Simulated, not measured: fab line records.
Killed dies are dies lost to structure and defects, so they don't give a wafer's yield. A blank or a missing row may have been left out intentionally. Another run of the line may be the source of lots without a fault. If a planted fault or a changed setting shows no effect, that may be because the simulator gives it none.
fab line records	flow sky130
record lots=12	wafers=34	last_day=50
route steps=708 shown CONTACT@425 METAL1@449 VIA1@459 PAD_OPEN@708
lots with no fault: from the same line, run without faults
start_h: hours from the record's opening day to when the first of the lot's shown wafers began	wait_h: how many hours have passed since the lot's step before this one	" unchanged from the row above	L1.1+2: one row covering several wafers at once	- either no value or no given start	* or withheld: withheld	< > ~ a bound
route shown NAME@n: a module of which the file shows steps, and the number in the route of the first	usual: mean/standard deviation of fault-free wafers	same: alike in all rows	chamber/n: place in a boat	sites: per-site readings	_std_site: standard deviation across them	_edge_site: inner sites' mean taken away from outer sites' mean	radius_mm: for every site, how far away it sits from the centre of the wafer	mask NAME#n: copy n	behind: the most recent tool/chamber to have shaped the wafer	hold: why the lot went on hold/how many hours it stayed there/how the hold came to an end	device: the transistor (n, p or np) that didn't switch	end of line: the tests these same wafers got at the end of their route	step lacking rows: just its recipe	killed: at the first sort, the dies lost to defects and structure; wafer yield is something else	map: per-die view of a wafer (x killed, . not killed, _ where there is no die)
set.NAME: the run value of the setting; set.NAME@STEP: its run value at that earlier step	model.NAME: the simulator's own value behind a step, which no gauge read
a sample of lots followed through the steps of the route, with each step as a table and each wafer as a row
services: a tool's chamber out of use, with start hour (start_h, from the record's first day; less than 0 if before it), hours out, and reason
## steps
# step SKY_CONTACT_STRIP_19
# recipe chemistry=O2/N2	power_w=1400	pressure_mtorr=1500	platen_temp_c=withheld	o2_flow_sccm=3000	n2_flow_sccm=300	overash_fraction=0.5
# usual drypump_motor_current_A=5.46/0.21	o2_flow_sccm=2998/8.5	oes_product_au=0.381/0.0048	strip_time_to_endpoint_s=3.63/0.044
lot.wafer	tool	chamber	start_h	wait_h	drypump_motor_current_A	o2_flow_sccm	oes_product_au	rf_hours_counter_h	strip_time_to_endpoint_s
L748.2	plasma_asher-01	1	741.59	-	5.42	2986	0.381	64	3.60
L748.4	"	1	"	"	5.45	2995	0.384	-	3.71
L748.6	"	1	"	"	5.44	2991	0.382	-	3.65
L749.1	plasma_asher-03	1	749.69	-	5.71	3006	0.391	32	3.60
L749.3	"	0	"	"	5.27	2993	0.386	-	3.63
L749.5	"	1	"	"	5.68	2993	0.375	-	3.74
L750.1	plasma_asher-03	0	766.34	-	5.29	3005	0.380	34	3.60
L750.5	"	0	"	"	5.28	2999	0.373	-	3.61
L750.6	"	1	"	"	5.71	3004	0.370	-	3.61
L751.1	plasma_asher-03	0	768.78	-	5.29	3000	0.374	34	3.59
L751.2	"	1	"	"	5.69	3006	0.380	34	3.60
L751.6	"	0	"	"	5.29	3006	0.388	-	3.67
L752.2	plasma_asher-01	0	771.18	-	5.51	3009	0.379	67	3.65
L752.3	"	1	"	"	5.45	3007	0.371	-	3.59
L752.5	"	0	"	"	5.51	3007	0.380	-	3.68
L753.3	plasma_asher-04	0	785.78	-	5.17	2992	0.384	-	3.59
L753.4	"	1	"	"	5.69	2993	0.387	-	3.61
L753.5	"	0	"	"	5.11	2982	0.379	-	3.56
L755.2	plasma_asher-04	1	796.34	-	5.66	2998	0.383	91	3.64
L755.3	"	0	"	"	5.12	3007	0.370	-	3.68
L755.6	"	0	"	"	5.14	3004	0.381	-	3.65
L757.1	plasma_asher-01	1	818.08	-	5.42	2990	0.378	72	3.68
L757.5	"	1	"	"	5.44	2996	0.382	-	3.68
L757.6	"	0	"	"	5.53	3006	0.380	-	3.66
L758.1	plasma_asher-03	0	825.53	-	5.30	3011	0.383	40	3.54
L758.3	"	1	"	"	5.71	2997	0.377	-	3.67
L758.4	"	0	"	"	5.30	2997	0.382	-	3.62
L767.4	plasma_asher-01	1	884.98	-	5.45	2990	0.374	-	3.58
L767.6	"	1	"	"	5.46	2982	0.375	-	3.64
L768.4	plasma_asher-03	1	891.72	-	5.71	2989	0.373	-	3.61
L768.6	"	0	"	"	5.28	2992	0.392	-	3.68
L771.1	plasma_asher-04	1	909.74	-	5.69	3012	0.381	102	3.69
L771.4	"	1	"	"	5.67	3013	0.378	-	3.62
L771.6	"	1	"	"	5.66	3009	0.380	-	3.64
# step SKY_METAL1_CD_MEAS_15
# recipe target_cd_nm=140
# usual cd_nm=139.7/1.5
lot.wafer	tool	chamber	start_h	wait_h	cd_nm
L748.2	cd_sem-01	-	769.72	-	139.3
L748.4	"	-	"	"	140.9
L748.6	"	-	"	"	140.3
L749.1	cd_sem-01	-	778.09	-	139.1
L749.3	"	-	"	"	140.4
L749.5	"	-	"	"	140.1
L750.1	cd_sem-02	-	795.25	-	139.5
L750.5	"	-	"	"	140.6
L750.6	"	-	"	"	140.0
L751.1	cd_sem-02	-	797.09	-	141.0
L751.2	"	-	"	"	140.6
L751.6	"	-	"	"	140.9
L752.2	cd_sem-02	-	799.27	-	142.1
L752.3	"	-	"	"	141.5
L752.5	"	-	"	"	142.5
L753.3	cd_sem-02	-	814.44	-	142.1
L753.4	"	-	"	"	142.3
L753.5	"	-	"	"	143.2
L755.2	cd_sem-01	-	824.16	-	138.3
L755.3	"	-	"	"	139.0
L755.6	"	-	"	"	138.6
L757.1	cd_sem-02	-	846.40	-	136.7
L757.5	"	-	"	"	136.8
L757.6	"	-	"	"	136.2
L758.1	cd_sem-02	-	852.94	-	139.5
L758.3	"	-	"	"	138.9
L758.4	"	-	"	"	138.8
L767.4	cd_sem-02	-	912.61	-	140.0
L767.6	"	-	"	"	138.9
L768.4	cd_sem-01	-	918.51	-	139.8
L768.6	"	-	"	"	140.9
L771.1	cd_sem-02	-	936.34	-	140.2
L771.4	"	-	"	"	139.9
L771.6	"	-	"	"	140.2
# step SKY_METAL1_ETCH_18
# recipe chemistry=N2/H2	target=BARC	ion_energy_ev=200	bias_w=100	pressure_mtorr=30	n2_flow_sccm=100	h2_flow_sccm=200	icp_w=500	stop_on=SiO2	time_s=45.9	target_depth_a=600
# usual drypump_motor_current_A=5.8/0.46	oes_product_au=0.855/0.0051	rf_fwd_power_W=495.8/1.5	throttle_valve_pct=13.225/0.009
lot.wafer	tool	chamber	start_h	wait_h	drypump_motor_current_A	oes_product_au	rf_fwd_power_W	rf_hours_counter_h	throttle_valve_pct
L748.2	rie_metal-02	1	769.88	0.0	5.8	0.858	497.3	10	13.224
L748.4	"	1	"	"	5.8	0.845	496.8	-	13.229
L748.6	"	0	"	"	5.3	0.848	496.0	-	13.237
L749.1	rie_metal-02	0	778.28	0.0	5.3	0.853	497.0	13	13.235
L749.3	"	1	"	"	5.8	0.852	496.8	-	13.224
L749.5	"	0	"	"	5.3	0.860	496.5	-	13.224
L750.1	rie_metal-04	1	795.43	0.0	5.8	0.855	494.9	8	13.241
L750.5	"	0	"	"	5.1	0.856	494.4	-	13.220
L750.6	"	1	"	"	5.8	0.850	497.9	-	13.222
L751.1	rie_metal-04	1	797.28	0.0	5.8	0.849	496.8	8	13.232
L751.2	"	0	"	"	5.1	0.857	495.0	3	13.211
L751.6	"	0	"	"	5.1	0.856	493.9	-	13.228
L752.2	rie_metal-03	1	799.43	0.0	6.5	0.855	496.5	12	13.214
L752.3	"	0	"	"	5.6	0.845	496.7	-	13.211
L752.5	"	1	"	"	6.6	0.858	497.3	-	13.209
L753.3	rie_metal-03	1	814.61	0.0	6.5	0.853	494.9	-	13.211
L753.4	"	0	"	"	5.6	0.856	497.0	-	13.225
L753.5	"	0	"	"	5.6	0.853	495.5	-	13.213
L755.2	rie_metal-02	0	824.33	0.0	5.3	0.856	496.8	14	13.224
L755.3	"	0	"	"	5.3	0.851	495.6	-	13.209
L755.6	"	0	"	"	5.3	0.850	496.9	-	13.209
L757.1	rie_metal-02	1	846.59	0.0	5.8	0.852	491.3	13	13.237
L757.5	"	0	"	"	5.3	0.851	493.1	-	13.218
L757.6	"	1	"	"	5.8	0.859	494.7	-	13.235
L758.1	rie_metal-03	0	853.13	0.0	5.6	0.857	493.7	4	13.231
L758.3	"	0	"	"	5.6	0.848	495.1	-	13.221
L758.4	"	1	"	"	6.5	0.851	495.8	-	13.235
L767.4	rie_metal-03	1	912.76	0.0	6.5	0.807	496.1	-	13.250
L767.6	"	0	"	"	5.6	0.865	497.0	-	13.216
L768.4	rie_metal-03	1	918.66	0.0	6.5	0.806	495.3	-	13.229
L768.6	"	0	"	"	5.6	0.847	496.3	-	13.228
L771.1	rie_metal-04	0	936.53	0.0	5.1	0.856	498.1	8	13.214
L771.4	"	1	"	"	5.8	0.851	497.2	-	13.231
L771.6	"	1	"	"	5.8	0.859	496.4	-	13.231
# step SKY_METAL1_STRIP_20
# recipe chemistry=O2/N2	power_w=1400	pressure_mtorr=1500	platen_temp_c=withheld	o2_flow_sccm=3000	n2_flow_sccm=300	overash_fraction=0.5
# usual drypump_motor_current_A=5.7/0.46	o2_flow_sccm=3000/9.4	oes_product_au=0.341/0.005	strip_time_to_endpoint_s=2.65/0.06
lot.wafer	tool	chamber	start_h	wait_h	drypump_motor_current_A	o2_flow_sccm	oes_product_au	rf_hours_counter_h	strip_time_to_endpoint_s
L748.2	plasma_asher-01	0	770.04	0.1	5.5	3010	0.341	67	2.69
L748.4	"	1	"	"	5.5	3003	0.347	-	2.63
L748.6	"	1	"	"	5.4	3010	0.342	-	2.59
L749.1	plasma_asher-01	1	778.43	0.1	5.4	2995	0.337	68	2.67
L749.3	"	0	"	"	5.5	3017	0.350	-	2.70
L749.5	"	0	"	"	5.5	3009	0.348	-	2.67
L750.1	plasma_asher-01	1	795.59	0.1	5.4	2984	0.340	69	2.66
L750.5	"	1	"	"	5.4	2989	0.340	-	2.56
L750.6	"	0	"	"	5.5	3017	0.348	-	2.68
L751.1	plasma_asher-04	0	797.43	0.1	5.1	2992	0.347	92	2.62
L751.2	"	1	"	"	5.7	3000	0.333	92	2.55
L751.6	"	0	"	"	5.1	2976	0.338	-	2.53
L752.2	plasma_asher-04	1	799.59	0.1	5.7	2990	0.347	92	2.70
L752.3	"	1	"	"	5.7	3006	0.352	-	2.72
L752.5	"	0	"	"	5.1	3020	0.344	-	2.73
L753.3	plasma_asher-01	0	814.77	0.1	5.5	3004	0.341	-	2.67
L753.4	"	1	"	"	5.4	3000	0.349	-	2.69
L753.5	"	0	"	"	5.5	2999	0.338	-	2.70
L755.2	plasma_asher-01	0	824.48	0.1	5.5	3001	0.344	72	2.71
L755.3	"	0	"	"	5.5	2991	0.346	-	2.70
L755.6	"	0	"	"	5.5	3012	0.350	-	2.71
L757.1	plasma_asher-01	0	846.74	0.1	5.5	2992	0.347	74	2.67
L757.5	"	0	"	"	5.5	2993	0.349	-	2.75
L757.6	"	1	"	"	5.4	2995	0.345	-	2.72
L758.1	plasma_asher-04	0	853.28	0.1	5.1	3006	0.349	97	2.67
L758.3	"	0	"	"	5.1	2996	0.350	-	2.66
L758.4	"	1	"	"	5.7	2992	0.335	-	2.68
L767.4	plasma_asher-02	1	912.92	0.1	6.5	2985	0.344	-	2.86
L767.6	"	1	"	"	6.4	2999	0.346	-	2.59
L768.4	plasma_asher-02	0	918.82	0.1	6.3	2991	0.352	-	2.90
L768.6	"	0	"	"	6.3	2998	0.335	-	2.60
L771.1	plasma_asher-04	1	936.68	0.1	5.7	2996	0.330	105	2.57
L771.4	"	1	"	"	5.7	2988	0.336	-	2.60
L771.6	"	0	"	"	5.1	2997	0.338	-	2.57
# step SKY_VIA1_THK_MEAS_01
# recipe reads=SiO2_of_VIA1_HDPCVD_00
# usual VIA1_HDPCVD_THK=1035/14
lot.wafer	tool	chamber	start_h	wait_h	VIA1_HDPCVD_THK[nm]
L748.2	film_metro-02	-	770.76	0.1	1041
L748.4	"	-	"	"	1053
L748.6	"	-	"	"	1035
L749.1	film_metro-03	-	779.18	0.1	1039
L749.3	"	-	"	"	1038
L749.5	"	-	"	"	1035
L750.1	film_metro-02	-	796.29	0.1	1045
L750.5	"	-	"	"	1049
L750.6	"	-	"	"	1019
L751.1	film_metro-04	-	798.19	0.1	1049
L751.2	"	-	"	"	1040
L751.6	"	-	"	"	1031
L752.2	film_metro-03	-	800.30	0.1	1053
L752.3	"	-	"	"	1040
L752.5	"	-	"	"	1047
L753.3	film_metro-03	-	815.49	0.1	1039
L753.4	"	-	"	"	1041
L753.5	"	-	"	"	1054
L755.2	film_metro-04	-	825.66	0.1	1061
L755.3	"	-	"	"	1068
L755.6	"	-	"	"	1068
L757.1	film_metro-02	-	847.50	0.1	1011
L757.5	"	-	"	"	1021
L757.6	"	-	"	"	1024
L758.1	film_metro-04	-	854.04	0.1	1029
L758.3	"	-	"	"	1030
L758.4	"	-	"	"	1031
L767.4	film_metro-02	-	913.63	0.0	1028
L767.6	"	-	"	"	1042
L768.4	film_metro-04	-	919.61	0.0	1044
L768.6	"	-	"	"	1034
L771.1	film_metro-02	-	937.39	0.1	1024
L771.4	"	-	"	"	1043
L771.6	"	-	"	"	1011
# step SKY_PAD_OPEN_PROBE_99
# usual defect_limited_yield=82.3/2.1	killed_at_M0_to_M3=45/6.9	killed_at_M4_up=3.1/1.7	killed_at_contacts=24/5.7	killed_at_front_end=15/4.6	killed_at_other=0.3/0.57	killed_dies=87/10	killed_open=48/7.4	killed_short=39/6.7
# same gross_dies=492	killed_at_back_side=0
lot.wafer	tool	chamber	start_h	wait_h	defect_limited_yield[%]	killed_at_M0_to_M3	killed_at_M4_up	killed_at_contacts	killed_at_front_end	killed_at_other	killed_dies	killed_open	killed_short
L748.2	prober-02	-	1084.46	0.1	81.9	46	4	25	14	0	89	44	45
L748.4	prober-02	-	1084.56	0.2	81.7	51	3	22	13	1	90	56	34
L748.6	prober-02	-	1084.66	0.2	81.9	48	4	24	13	0	89	56	33
L749.1	prober-01	-	1088.58	0.1	77.8	48	8	38	15	0	109	57	52
L749.3	prober-01	-	1088.68	0.2	79.7	50	7	25	18	0	100	48	52
L749.5	prober-01	-	1088.78	0.2	81.3	43	4	28	15	2	92	52	40
L750.1	prober-02	-	1100.41	0.1	83.7	34	7	29	10	0	80	39	41
L750.5	prober-02	-	1100.61	0.2	80.1	52	4	27	15	0	98	55	43
L750.6	prober-02	-	1100.66	0.2	85.4	37	4	21	10	0	72	38	34
L751.1	prober-01	-	1104.90	0.1	79.9	56	2	29	11	1	99	54	45
L751.2	prober-01	-	1104.95	0.1	82.9	36	4	38	6	0	84	53	31
L751.6	prober-01	-	1105.15	0.2	80.7	46	1	29	19	0	95	57	38
L752.2	prober-02	-	1109.01	0.1	84.1	44	1	22	10	1	78	33	45
L752.3	prober-02	-	1109.06	0.2	79.1	50	5	30	18	0	103	55	48
L752.5	prober-02	-	1109.16	0.2	83.1	40	2	24	17	0	83	40	43
L753.3	prober-01	-	1115.46	0.2	77.8	54	8	28	19	0	109	52	57
L753.4	prober-01	-	1115.51	0.2	80.3	51	1	29	16	0	97	54	43
L753.5	prober-01	-	1115.56	0.2	79.1	59	2	24	18	0	103	58	45
L755.2	prober-02	-	1120.76	0.1	84.3	36	4	13	23	1	77	35	42
L755.3	prober-02	-	1120.81	0.2	82.7	43	3	22	17	0	85	55	30
L755.6	prober-02	-	1120.96	0.2	83.3	43	2	16	20	1	82	43	39
L757.1	prober-02	-	1139.85	0.1	84.1	41	4	25	8	0	78	46	32
L757.5	prober-02	-	1140.05	0.2	83.9	34	5	25	15	0	79	44	35
L757.6	prober-02	-	1140.10	0.2	82.3	48	2	20	17	0	87	48	39
L758.1	prober-01	-	1144.92	0.1	82.9	48	7	21	6	2	84	45	39
L758.3	prober-01	-	1145.02	0.2	84.3	44	0	22	11	0	77	40	37
L758.4	prober-01	-	1145.07	0.2	85.6	33	0	25	13	0	71	43	28
L767.4	prober-02	-	1187.22	0.2	85.6	41	1	27	2	0	71	41	30
L767.6	prober-02	-	1187.32	0.2	81.3	42	3	30	16	1	92	53	39
L768.4	prober-01	-	1192.27	0.2	82.3	53	3	20	11	0	87	47	40
L768.6	prober-01	-	1192.37	0.2	82.3	50	2	25	10	0	87	49	38
L771.1	prober-02	-	1201.76	0.1	84.1	36	5	20	17	0	78	39	39
L771.4	prober-02	-	1201.91	0.2	85.4	43	0	16	12	1	72	37	35
L771.6	prober-02	-	1202.01	0.2	84.8	36	1	24	12	2	75	38	37
# killed by level:class
L748.2 CONTACT:geometric_particle:short=11 CONTACT:geometric_particle:open=9 VIA1:geometric_particle:open=8 VIA2:geometric_particle:open=8 VIA3:geometric_particle:open=7 VIA1:geometric_particle:short=6 POLY_GATE:geometric_particle:short=5 METAL1:geometric_particle:short=5
L748.4 VIA1:geometric_particle:open=14 CONTACT:geometric_particle:open=10 VIA3:geometric_particle:open=8 VIA2:geometric_particle:open=7 FIELD_ISO:geometric_particle:open=6 LI_CONTACT:geometric_particle:open=6 METAL1:geometric_particle:short=6 FIELD_ISO:geometric_particle:short=4
L748.6 VIA1:geometric_particle:open=12 VIA3:geometric_particle:open=11 CONTACT:geometric_particle:open=10 FIELD_ISO:geometric_particle:open=7 VIA3:geometric_particle:short=6 METAL2:geometric_particle:short=5 LI_CONTACT:geometric_particle:open=5 CONTACT:geometric_particle:short=5
L749.1 VIA1:geometric_particle:open=16 LI_CONTACT:geometric_particle:open=12 CONTACT:geometric_particle:open=11 METAL1:geometric_particle:short=11 VIA3:geometric_particle:open=6 CONTACT:geometric_particle:short=6 METAL4:geometric_particle:short=6 LOCAL_INTERCONNECT:geometric_particle:short=5
L749.3 CONTACT:geometric_particle:open=11 FIELD_ISO:geometric_particle:short=10 VIA1:geometric_particle:open=9 METAL1:geometric_particle:short=7 METAL2:geometric_particle:short=7 LI_CONTACT:geometric_particle:open=4 METAL4:geometric_particle:open=4 VIA1:geometric_particle:short=4
L749.5 CONTACT:geometric_particle:open=12 VIA1:geometric_particle:open=11 VIA3:geometric_particle:open=10 CONTACT:geometric_particle:short=8 METAL1:geometric_particle:short=7 FIELD_ISO:geometric_particle:open=3 LI_CONTACT:geometric_particle:open=3 FIELD_ISO:geometric_particle:short=3
L750.1 CONTACT:geometric_particle:open=11 VIA1:geometric_particle:open=8 METAL4:geometric_particle:short=7 LOCAL_INTERCONNECT:geometric_particle:short=6 METAL1:geometric_particle:short=6 LI_CONTACT:geometric_particle:open=5 METAL2:geometric_particle:short=5 VIA2:geometric_particle:open=5
L750.5 CONTACT:geometric_particle:open=11 VIA1:geometric_particle:open=10 METAL1:geometric_particle:short=8 VIA3:geometric_particle:open=8 VIA2:geometric_particle:short=6 LI_CONTACT:geometric_particle:open=6 METAL2:geometric_particle:short=6 VIA2:geometric_particle:open=6
L750.6 VIA1:geometric_particle:open=11 VIA2:geometric_particle:open=8 CONTACT:geometric_particle:short=7 METAL1:geometric_particle:short=6 LI_CONTACT:geometric_particle:open=5 SPACER:geometric_particle:short=4 CONTACT:geometric_particle:open=4 VIA3:geometric_particle:open=4
L751.1 CONTACT:geometric_particle:open=12 VIA2:geometric_particle:open=9 METAL1:geometric_particle:short=9 VIA1:geometric_particle:open=9 VIA3:geometric_particle:open=8 LI_CONTACT:geometric_particle:open=6 LOCAL_INTERCONNECT:geometric_particle:short=5 METAL2:geometric_particle:short=5
L751.2 CONTACT:geometric_particle:open=14 LI_CONTACT:geometric_particle:open=11 VIA1:geometric_particle:open=11 VIA3:geometric_particle:open=8 LOCAL_INTERCONNECT:geometric_particle:short=5 CONTACT:geometric_particle:short=5 VIA2:geometric_particle:open=4 METAL3:geometric_particle:short=4
L751.6 CONTACT:geometric_particle:open=10 VIA1:geometric_particle:open=9 VIA2:geometric_particle:open=9 FIELD_ISO:geometric_particle:open=8 METAL1:geometric_particle:short=8 VIA3:geometric_particle:open=8 FIELD_ISO:geometric_particle:short=7 LI_CONTACT:geometric_particle:open=6
L752.2 METAL2:geometric_particle:short=8 CONTACT:geometric_particle:open=7 METAL1:geometric_particle:short=7 VIA3:geometric_particle:short=7 VIA2:geometric_particle:open=6 LI_CONTACT:geometric_particle:open=4 LI_CONTACT:geometric_particle:short=4 LOCAL_INTERCONNECT:geometric_particle:short=4
L752.3 CONTACT:geometric_particle:open=13 VIA2:geometric_particle:open=9 VIA1:geometric_particle:open=7 LI_CONTACT:geometric_particle:open=6 VIA2:geometric_particle:short=6 METAL1:geometric_particle:short=6 VIA3:geometric_particle:open=6 LOCAL_INTERCONNECT:geometric_particle:short=5
L752.5 CONTACT:geometric_particle:open=9 VIA3:geometric_particle:open=7 POLY_GATE:geometric_particle:short=6 VIA1:geometric_particle:open=6 VIA2:geometric_particle:open=6 METAL2:geometric_particle:short=6 FIELD_ISO:geometric_particle:short=5 LI_CONTACT:geometric_particle:open=5
L753.3 METAL1:geometric_particle:short=10 VIA1:geometric_particle:open=10 CONTACT:geometric_particle:open=9 VIA3:geometric_particle:open=8 FIELD_ISO:geometric_particle:short=7 LI_CONTACT:geometric_particle:open=7 VIA2:geometric_particle:open=7 METAL4:geometric_particle:short=6
L753.4 VIA1:geometric_particle:open=19 VIA1:geometric_particle:short=9 LI_CONTACT:geometric_particle:open=8 CONTACT:geometric_particle:short=7 POLY_GATE:geometric_particle:short=6 POLY_GATE:geometric_particle:open=6 CONTACT:geometric_particle:open=6 METAL2:geometric_particle:short=6
L753.5 CONTACT:geometric_particle:open=13 VIA1:geometric_particle:open=12 METAL2:geometric_particle:short=9 METAL1:geometric_particle:short=9 VIA3:geometric_particle:open=7 VIA1:geometric_particle:short=7 POLY_GATE:geometric_particle:open=6 LI_CONTACT:geometric_particle:open=4
L755.2 FIELD_ISO:geometric_particle:short=11 VIA2:geometric_particle:open=8 CONTACT:geometric_particle:open=6 VIA1:geometric_particle:open=6 METAL3:geometric_particle:short=5 METAL2:geometric_particle:short=3 POLY_GATE:geometric_particle:open=3 POLY_GATE:geometric_particle:short=3
L755.3 LI_CONTACT:geometric_particle:open=12 VIA3:geometric_particle:open=12 CONTACT:geometric_particle:open=6 METAL1:geometric_particle:short=6 VIA1:geometric_particle:open=6 FIELD_ISO:geometric_particle:short=5 POLY_GATE:geometric_particle:open=5 VIA1:geometric_particle:short=5
L755.6 VIA1:geometric_particle:open=10 POLY_GATE:geometric_particle:short=6 METAL1:geometric_particle:short=6 LOCAL_INTERCONNECT:geometric_particle:short=6 CONTACT:geometric_particle:open=6 VIA3:geometric_particle:open=6 FIELD_ISO:geometric_particle:open=5 POLY_GATE:geometric_particle:open=5
L757.1 VIA1:geometric_particle:open=13 CONTACT:geometric_particle:open=8 CONTACT:geometric_particle:short=6 VIA1:geometric_particle:short=6 METAL2:geometric_particle:short=6 VIA2:geometric_particle:open=6 LI_CONTACT:geometric_particle:open=5 LOCAL_INTERCONNECT:geometric_particle:short=5
L757.5 FIELD_ISO:geometric_particle:open=7 LI_CONTACT:geometric_particle:open=7 VIA1:geometric_particle:open=6 CONTACT:geometric_particle:open=6 METAL2:geometric_particle:short=6 VIA1:geometric_particle:short=5 VIA2:geometric_particle:open=5 LI_CONTACT:geometric_particle:short=4
L757.6 VIA1:geometric_particle:open=11 METAL1:geometric_particle:short=7 VIA3:geometric_particle:open=7 LI_CONTACT:geometric_particle:open=6 CONTACT:geometric_particle:open=6 FIELD_ISO:geometric_particle:short=5 FIELD_ISO:geometric_particle:open=5 METAL2:geometric_particle:short=5
L758.1 METAL2:geometric_particle:short=10 VIA1:geometric_particle:open=7 VIA3:geometric_particle:open=7 LI_CONTACT:geometric_particle:open=6 CONTACT:geometric_particle:open=6 METAL4:geometric_particle:short=6 METAL3:geometric_particle:short=5 POLY_GATE:geometric_particle:open=4
L758.3 VIA1:geometric_particle:open=9 LI_CONTACT:geometric_particle:open=8 VIA2:geometric_particle:open=8 LOCAL_INTERCONNECT:geometric_particle:short=6 METAL1:geometric_particle:short=6 VIA3:geometric_particle:open=6 POLY_GATE:geometric_particle:short=5 CONTACT:geometric_particle:open=5
L758.4 CONTACT:geometric_particle:open=12 LI_CONTACT:geometric_particle:open=6 METAL1:geometric_particle:short=6 VIA1:geometric_particle:open=6 LI_CONTACT:geometric_particle:short=4 VIA2:geometric_particle:short=4 VIA3:geometric_particle:open=4 POLY_GATE:geometric_particle:short=3
L767.4 LI_CONTACT:geometric_particle:open=12 CONTACT:geometric_particle:open=8 VIA2:geometric_particle:open=8 METAL2:geometric_particle:short=6 VIA1:geometric_particle:short=6 VIA1:geometric_particle:open=6 VIA3:geometric_particle:open=5 VIA3:geometric_particle:short=4
L767.6 VIA1:geometric_particle:open=10 CONTACT:geometric_particle:open=8 VIA2:geometric_particle:open=7 LI_CONTACT:geometric_particle:open=6 METAL2:geometric_particle:short=6 LI_CONTACT:geometric_particle:short=5 CONTACT:geometric_particle:short=5 VIA3:geometric_particle:open=5
L768.4 VIA2:geometric_particle:open=9 CONTACT:geometric_particle:open=8 VIA1:geometric_particle:open=7 VIA2:geometric_particle:short=6 LI_CONTACT:geometric_particle:open=5 VIA3:geometric_particle:short=5 VIA1:geometric_particle:short=5 VIA3:geometric_particle:open=5
L768.6 VIA2:geometric_particle:open=10 VIA1:geometric_particle:open=9 CONTACT:geometric_particle:open=9 METAL2:geometric_particle:short=8 LI_CONTACT:geometric_particle:open=6 METAL1:geometric_particle:short=5 VIA1:geometric_particle:short=5 FIELD_ISO:geometric_particle:open=4
L771.1 VIA1:geometric_particle:open=8 METAL2:geometric_particle:short=8 LI_CONTACT:geometric_particle:open=7 CONTACT:geometric_particle:open=7 FIELD_ISO:geometric_particle:open=6 METAL1:geometric_particle:short=6 FIELD_ISO:geometric_particle:short=4 VIA1:geometric_particle:short=4
L771.4 METAL1:geometric_particle:short=7 VIA2:geometric_particle:open=7 LI_CONTACT:geometric_particle:open=6 VIA1:geometric_particle:short=6 CONTACT:geometric_particle:short=4 CONTACT:geometric_particle:open=4 METAL2:geometric_particle:short=4 VIA3:geometric_particle:short=4
L771.6 VIA1:geometric_particle:open=11 CONTACT:geometric_particle:open=8 LI_CONTACT:geometric_particle:open=7 FIELD_ISO:geometric_particle:short=4 LOCAL_INTERCONNECT:geometric_particle:short=4 METAL1:geometric_particle:short=4 VIA2:geometric_particle:open=4 METAL3:geometric_particle:short=4
## services
tool	chamber	start_h	hours	kind
rie_metal-03	-	722.17	6.0	repair
plasma_asher-02	-	733.77	9.0	pm
plasma_asher-02	0	733.77	9.0	vent_cycle
plasma_asher-02	1	733.77	9.0	vent_cycle
plasma_asher-02	0	742.77	-	clean
plasma_asher-02	1	742.77	-	clean
rie_metal-02	-	759.52	2.8	pm
plasma_asher-04	-	761.56	10.7	repair
rie_metal-04	-	791.44	1.0	repair
plasma_asher-04	-	806.85	2.8	pm
rie_metal-03	-	810.01	1.4	pm
plasma_asher-04	-	843.59	2.9	repair
plasma_asher-03	-	849.01	2.8	pm
plasma_asher-02	-	851.93	4.4	repair
plasma_asher-02	-	878.65	6.3	repair
plasma_asher-03	-	887.08	0.5	repair
plasma_asher-04	-	890.12	5.9	repair
rie_metal-04	-	894.34	28.1	pm
rie_metal-02	0	919.67	-	clean
rie_metal-02	0	919.67	19.6	scheduled_down
rie_metal-02	0	919.67	19.6	vent_cycle
rie_metal-03	1	926.57	-	clean
rie_metal-03	1	926.57	20.3	scheduled_down
rie_metal-03	1	926.57	20.3	vent_cycle
## key
first_sign step=SKY_METAL1_ETCH_18	reading=oes_product_au	direction=down	sigmas=9.4	usual=0.855	struck=0.807
effect step=SKY_METAL1_STRIP_20	reading=strip_time_to_endpoint_s	direction=up	sigmas=3.7	usual=*	struck=*
met_at SKY_METAL1_ETCH_18
struck_lots L767,L768
struck_wafers L767.4,L768.4
not_acting_at SKY_CONTACT_STRIP_19,SKY_METAL1_CD_MEAS_15,SKY_VIA1_THK_MEAS_01
onset_between 853.13 912.76
fault kind=process_parameter_drift	tool=rie_metal-03	chamber=-	onset_h=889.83	steps=SKY_METAL1_ETCH_18	channel=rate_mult	offset=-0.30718	shape=step	end_h=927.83	scope=struck_wafers_only
